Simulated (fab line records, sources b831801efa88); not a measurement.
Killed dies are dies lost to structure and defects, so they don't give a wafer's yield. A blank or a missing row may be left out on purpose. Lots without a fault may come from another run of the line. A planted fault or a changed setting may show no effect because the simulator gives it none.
Which tool did it? | flow sky130 | 6 lots, 18 wafers sampled, at 2 steps of a route of 708

WHAT THE GAUGES READ, wafer by wafer
SKY_CAPM_THK_MEAS_04: measures by xrf.
lot  | measured     | on            | CAPM_TIN_THK (nm)
L569 | day 37 13:25 | film_metro-04 | 197.8 200.4 199.1
L571 | day 38 04:59 | film_metro-04 | 201.2 203.1 201.0
L574 | day 39 03:08 | film_metro-03 | 203.8 203.9 207.5
L579 | day 40 21:19 | film_metro-04 | 199.9 203.7 201.8
L582 | day 41 11:56 | film_metro-03 | 204.3 204.7 206.0
L587 | day 42 17:50 | film_metro-03 | 203.7 206.3 204.1

WHICH TOOL RAN EACH LOT (tool, then ch and the chambers of the sampled wafers, then the start)
lot  | SKY_METAL3_SPUTTER_02
L569 | pvd_sputter-03, day 37 13:00
L571 | pvd_sputter-01, day 38 04:34
L574 | pvd_sputter-02, day 39 02:43
L579 | pvd_sputter-02, day 40 20:53
L582 | pvd_sputter-02, day 41 11:31
L587 | pvd_sputter-02, day 42 17:26
- SKY_METAL3_SPUTTER_02: material AlCu, target thk 735 nm, time 39.1 s.

THE ANSWER, worked out from the rows above alone
Rule: what is usual is taken from the lots themselves. Put in order of their means at a reading, lots are off if they are a third of the lots or fewer, leave a main group of 4 or more, and stand apart from it by a gap of 3 or more times the standard deviation of the main group's means; of several such gaps the widest counts. A main group whose means are all the same, to the digits that the tables above print for the reading, isn't used. A lot without any number at a reading at which 4 lots or more have one is off too. The other lots that the step has rows for count as sound.
No lot is off at any reading shown: from this, nothing can be told.

WHAT THE SIMULATOR HAD PUT IN
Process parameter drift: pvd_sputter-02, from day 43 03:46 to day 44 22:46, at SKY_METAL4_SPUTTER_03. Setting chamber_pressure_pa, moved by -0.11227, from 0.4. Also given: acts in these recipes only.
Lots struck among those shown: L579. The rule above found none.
